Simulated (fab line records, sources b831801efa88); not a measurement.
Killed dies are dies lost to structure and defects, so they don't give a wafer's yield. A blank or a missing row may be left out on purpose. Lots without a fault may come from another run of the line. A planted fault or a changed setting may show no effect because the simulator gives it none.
One fault seen from 2 desks | flow gf180mcu | each desk has only its own numbers; what lay behind them comes last

THE TOOL OWNER'S DESK: pecvd-04
The tool's own readings at GF_CONTACT_CVD_02 (deposits SiO2 from TEOS, target thk 860 nm, time 95.992 s): means of the sampled wafers that have a number, for each lot that ran on this tool. A lot is out of limits, marked OUT, if its mean lies more than 4 standard deviations from the usual mean; the brackets give that distance.
Columns: A = heater_power_w at GF_CONTACT_CVD_02, usual 659 W
lot  | first seen here | A
L318 | day 17 01:25    | 660
L322 | day 18 09:33    | 687
L329 | day 20 20:14    | 613
L331 | day 21 13:43    | 641
L333 | day 22 04:58    | 626
L334 | day 22 12:37    | 634
L336 | day 23 04:22    | 672
This desk's finding: nothing out of limits on any of the 7 lots.

THE METROLOGY DESK
What the gauges read, lot by lot, whatever tool the lot ran on: means of the sampled wafers that have a number. A lot is out of limits, marked OUT, if its mean lies more than 4 standard deviations from the usual mean; the brackets give that distance.
Columns: A = CONTACT_CVD_02_THK at GF_CONTACT_THK_MEAS_03, usual 864 nm; B = CONTACT_BOW at GF_CONTACT_BOW_MEAS_05, usual 64 um
lot  | first seen here | A             | B
L315 | day 15 23:46    | 877           | 66
L318 | day 17 01:31    | 282 (-39) OUT | 53
L320 | day 17 21:27    | 858           | 70
L322 | day 18 09:38    | 295 (-38) OUT | 59
L326 | day 19 18:35    | 866           | 70
L328 | day 20 12:27    | 851           | 65
L329 | day 20 20:18    | 878           | 58
L330 | day 21 05:14    | 846           | 68
L331 | day 21 13:47    | 877           | 61
L332 | day 21 20:16    | 854           | 60
L333 | day 22 05:02    | 866           | 68
L334 | day 22 12:43    | 863           | 62
L335 | day 23 00:46    | 838           | 64
L336 | day 23 04:29    | 875           | 66
This desk's finding: out of limits on L318, L322; first on L318, day 17 01:31 (CONTACT_CVD_02_THK at GF_CONTACT_THK_MEAS_03). In limits: L315, L320, L326, L328, L329, L330, L331, L332, L333, L334, L335, L336.

PUT TOGETHER
The metrology desk could have raised an alarm at day 17 01:31, on L318, L322.
The tool owner's desk saw nothing out of limits.
The tool owner's desk has L318, L322 on record, within its limits.
Of the lots named, all ran GF_CONTACT_CVD_02 on pecvd-04.

WHAT THE SIMULATOR HAD PUT IN
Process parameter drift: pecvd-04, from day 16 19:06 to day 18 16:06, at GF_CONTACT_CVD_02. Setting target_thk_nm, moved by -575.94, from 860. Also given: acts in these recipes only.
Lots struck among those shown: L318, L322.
Hours from the fault's start to each desk's first reading out of limits: the metrology desk, 6.
